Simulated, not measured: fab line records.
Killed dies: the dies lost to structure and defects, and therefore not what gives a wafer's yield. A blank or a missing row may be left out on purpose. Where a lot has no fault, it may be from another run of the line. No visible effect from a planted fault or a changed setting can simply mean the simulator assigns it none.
Which tool was responsible? || flow sky130 || 7 lots, 21 wafers sampled, at 4 steps of a route of 708

WHAT THE GAUGES READ, wafer by wafer
SKY_PWDE_TW_MEAS_10.
{"lot": "L487", "measured": "day 4 00:32", "on": "film-metro-04", "PWDE_TW": "378.3 376.9 375.0"}
{"lot": "L491", "measured": "day 5 03:19", "on": "film-metro-02", "PWDE_TW": "373.5 375.7 374.3"}
{"lot": "L494", "measured": "day 5 18:10", "on": "film-metro-01", "PWDE_TW": "373.1 371.5 374.6"}
{"lot": "L497", "measured": "day 6 08:25", "on": "film-metro-04", "PWDE_TW": "377.8 378.9 379.1"}
{"lot": "L499", "measured": "day 7 08:13", "on": "film-metro-04", "PWDE_TW": "379.9 378.2 378.5"}
{"lot": "L501", "measured": "day 7 14:18", "on": "film-metro-02", "PWDE_TW": "374.0 375.4 376.9"}
{"lot": "L507", "measured": "day 8 18:21", "on": "film-metro-01", "PWDE_TW": "372.1 372.1 373.8"}

WHAT TOOL EACH LOT RAN ON (gives the tool, then ch and the chambers of the sampled wafers, and finally the start)
{"lot": "L487", "SKY_FIELD_ISO_ETCH_15": "rie-diel-01 ch 1,2,3, day 2 08:46", "SKY_FIELD_ISO_STRIP_16": "plasma-asher-02 ch 0,1, day 2 08:52", "SKY_PWDE_DEVELOP_06": "litho-track-02 ch 0, day 4 00:00"}
{"lot": "L491", "SKY_FIELD_ISO_ETCH_15": "rie-diel-01 ch 0,1,2, day 3 09:20", "SKY_FIELD_ISO_STRIP_16": "plasma-asher-04 ch 0,1, day 3 09:23", "SKY_PWDE_DEVELOP_06": "litho-track-02 ch 0, day 5 02:00"}
{"lot": "L494", "SKY_FIELD_ISO_ETCH_15": "rie-diel-01 ch 0,1,2, day 3 23:29", "SKY_FIELD_ISO_STRIP_16": "plasma-asher-02 ch 0,1, day 3 23:34", "SKY_PWDE_DEVELOP_06": "litho-track-04 ch 0, day 5 17:00"}
{"lot": "L497", "SKY_FIELD_ISO_ETCH_15": "rie-diel-02 ch 0,1, day 4 13:14", "SKY_FIELD_ISO_STRIP_16": "plasma-asher-01 ch 0,1, day 4 13:17", "SKY_PWDE_DEVELOP_06": "litho-track-02 ch 0, day 6 07:00"}
{"lot": "L499", "SKY_FIELD_ISO_ETCH_15": "rie-diel-02 ch 0,1,2, day 5 08:05", "SKY_FIELD_ISO_STRIP_16": "plasma-asher-01 ch 0,1, day 5 08:08", "SKY_PWDE_DEVELOP_06": "litho-track-02 ch 0, day 7 07:00"}
{"lot": "L501", "SKY_FIELD_ISO_ETCH_15": "rie-diel-03 ch 1,2,3, day 5 13:53", "SKY_FIELD_ISO_STRIP_16": "plasma-asher-04 ch 0,1, day 5 13:56", "SKY_PWDE_DEVELOP_06": "litho-track-01 ch 0, day 7 13:00"}
{"lot": "L507", "SKY_FIELD_ISO_ETCH_15": "rie-diel-01 ch 0,2,3, day 6 18:26", "SKY_FIELD_ISO_STRIP_16": "plasma-asher-01 ch 0,1, day 6 18:29", "SKY_PWDE_DEVELOP_06": "litho-track-04 ch 0, day 8 17:00"}
- SKY_FIELD_ISO_ETCH_15: etches the open film in CHF3/O2, stops on Si, target depth 180 nm, time 72 s.
- SKY_FIELD_ISO_STRIP_16: strips in O2/N2.
- SKY_PWDE_DEVELOP_06: develop time 60 s.

THE ANSWER, worked out from the rows above alone
Rule: usual is defined by the lots themselves. The widest of any qualifying gaps counts: lots, ordered by their means at a reading, are off when they make up no more than a third of the lots, leave a main group of 4 or more, and stand apart from it by 3 or more times the standard deviation of that group's means. The tables above print the reading to a certain number of digits; a main group whose means all agree to those digits is not used. A lot without any number at a reading at which 4 lots or more have one is off too. Where the step has rows for the other lots, those lots are counted as sound.
Nothing can be told from this: no lot is off at any reading shown.

WHAT THE SIMULATOR HAD PUT IN
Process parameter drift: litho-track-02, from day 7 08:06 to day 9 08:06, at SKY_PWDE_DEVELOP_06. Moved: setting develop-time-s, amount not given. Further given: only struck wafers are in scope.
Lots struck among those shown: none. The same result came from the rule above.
